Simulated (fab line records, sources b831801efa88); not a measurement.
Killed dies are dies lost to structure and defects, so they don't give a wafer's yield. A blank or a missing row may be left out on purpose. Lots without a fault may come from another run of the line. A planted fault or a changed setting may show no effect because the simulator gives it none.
Which tool did it? | flow sfq_line | 7 lots, 21 wafers sampled, at 1 step of a route of 325

WHAT THE GAUGES READ, wafer by wafer
SFQ_M6_OVL_MEAS_940.
lot  | measured     | on         | M6_OVL (nm)
L186 | day 57 21:07 | overlay-02 | 6 3 4
L188 | day 58 00:42 | overlay-02 | -1 -1 3
L193 | day 58 18:42 | overlay-02 | -4 -3 -1
L195 | day 59 04:37 | overlay-02 | 1 -5 -1
L197 | day 62 12:38 | overlay-01 | 4 6 4
L204 | day 73 01:48 | overlay-02 | -6 -4 -4
L207 | day 73 06:35 | overlay-02 | 2 1 -5

WHICH TOOL RAN EACH LOT (tool, then ch and the chambers of the sampled wafers, then the start)
The record holds no process step before these readings.

THE ANSWER, worked out from the rows above alone
Rule: what is usual is taken from the lots themselves. Put in order of their means at a reading, lots are off if they are a third of the lots or fewer, leave a main group of 4 or more, and stand apart from it by a gap of 3 or more times the standard deviation of the main group's means; of several such gaps the widest counts. A main group whose means are all the same, to the digits that the tables above print for the reading, isn't used. A lot without any number at a reading at which 4 lots or more have one is off too. The other lots that the step has rows for count as sound.
No lot is off at any reading shown: from this, nothing can be told.

WHAT THE SIMULATOR HAD PUT IN
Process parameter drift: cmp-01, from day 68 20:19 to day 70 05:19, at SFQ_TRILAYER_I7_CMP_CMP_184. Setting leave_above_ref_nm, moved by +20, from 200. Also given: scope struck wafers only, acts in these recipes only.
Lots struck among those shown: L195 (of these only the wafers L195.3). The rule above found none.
